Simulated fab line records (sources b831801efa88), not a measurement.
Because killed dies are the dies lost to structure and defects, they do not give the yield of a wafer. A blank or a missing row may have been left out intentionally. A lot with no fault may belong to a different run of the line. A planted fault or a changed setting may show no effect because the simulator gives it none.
What tool caused it? || flow gf180mcu || 6 lots, 18 wafers sampled, at 3 steps of a route of 602

## WHAT THE GAUGES READ, wafer by wafer
GF_V5_THK_MEAS_25: measures by xrf.
{"lot": "L996", "measured": "day 28 03:06", "on": "film-metro-03", "V5_W_THK (nm)": "355 356 359"}
{"lot": "L997", "measured": "day 28 13:22", "on": "film-metro-03", "V5_W_THK (nm)": "360 356 359"}
{"lot": "L102", "measured": "day 29 17:52", "on": "film-metro-03", "V5_W_THK (nm)": "371 367 372"}
{"lot": "L109", "measured": "day 31 10:56", "on": "film-metro-04", "V5_W_THK (nm)": "367 365 369"}
{"lot": "L112", "measured": "day 32 03:50", "on": "film-metro-04", "V5_W_THK (nm)": "374 376 372"}
{"lot": "L114", "measured": "day 32 16:46", "on": "film-metro-02", "V5_W_THK (nm)": "363 366 360"}

## WHICH TOOL RAN EACH LOT (tool, then ch and the chambers of the sampled wafers, then the start)
{"lot": "L996", "GF_V1_ETCH_17": "rie-diel-02 ch 0,1, day 19 04:00", "GF_V5_CVD_23": "cvd-w-01 ch 0,1, day 28 02:51"}
{"lot": "L997", "GF_V1_ETCH_17": "rie-diel-01 ch 0,2,3, day 19 17:00", "GF_V5_CVD_23": "cvd-w-01 ch 0,1, day 28 13:08"}
{"lot": "L102", "GF_V1_ETCH_17": "rie-diel-01 ch 1,2,3, day 21 03:00", "GF_V5_CVD_23": "cvd-w-01 ch 0,1, day 29 17:38"}
{"lot": "L109", "GF_V1_ETCH_17": "rie-diel-03 ch 1,2,3, day 23 06:00", "GF_V5_CVD_23": "cvd-w-02 ch 0,1, day 31 10:41"}
{"lot": "L112", "GF_V1_ETCH_17": "rie-diel-01 ch 0,1, day 24 04:00", "GF_V5_CVD_23": "cvd-w-02 ch 0,1, day 32 03:37"}
{"lot": "L114", "GF_V1_ETCH_17": "rie-diel-03 ch 0,1,3, day 24 22:00", "GF_V5_CVD_23": "cvd-w-02 ch 0,1, day 32 16:32"}
- GF_V1_ETCH_17: etches SiO2 in C4F8/O2/Ar, stops on TiN, target depth 630 nm.
- GF_V5_CVD_23: deposits W, target thk 350 nm, time 104.9 s.

## THE ANSWER, worked out from the rows above alone
Rule: the lots themselves supply what counts as usual. Put in order of their means at a reading, lots are off if they are a third of the lots or fewer, leave a main group of 4 or more, and stand apart from it by a gap of 3 or more times the standard deviation of the main group's means; of several such gaps the widest counts. A main group is skipped when, at the precision printed for the reading in the tables above, its means are all equal. Also off: a lot with no number at a reading for which 4 or more lots have one. All remaining lots with rows at the step are treated as sound.
None of the lots is off at any reading shown; this tells nothing.

## WHAT WAS PUT IN BY THE SIMULATOR
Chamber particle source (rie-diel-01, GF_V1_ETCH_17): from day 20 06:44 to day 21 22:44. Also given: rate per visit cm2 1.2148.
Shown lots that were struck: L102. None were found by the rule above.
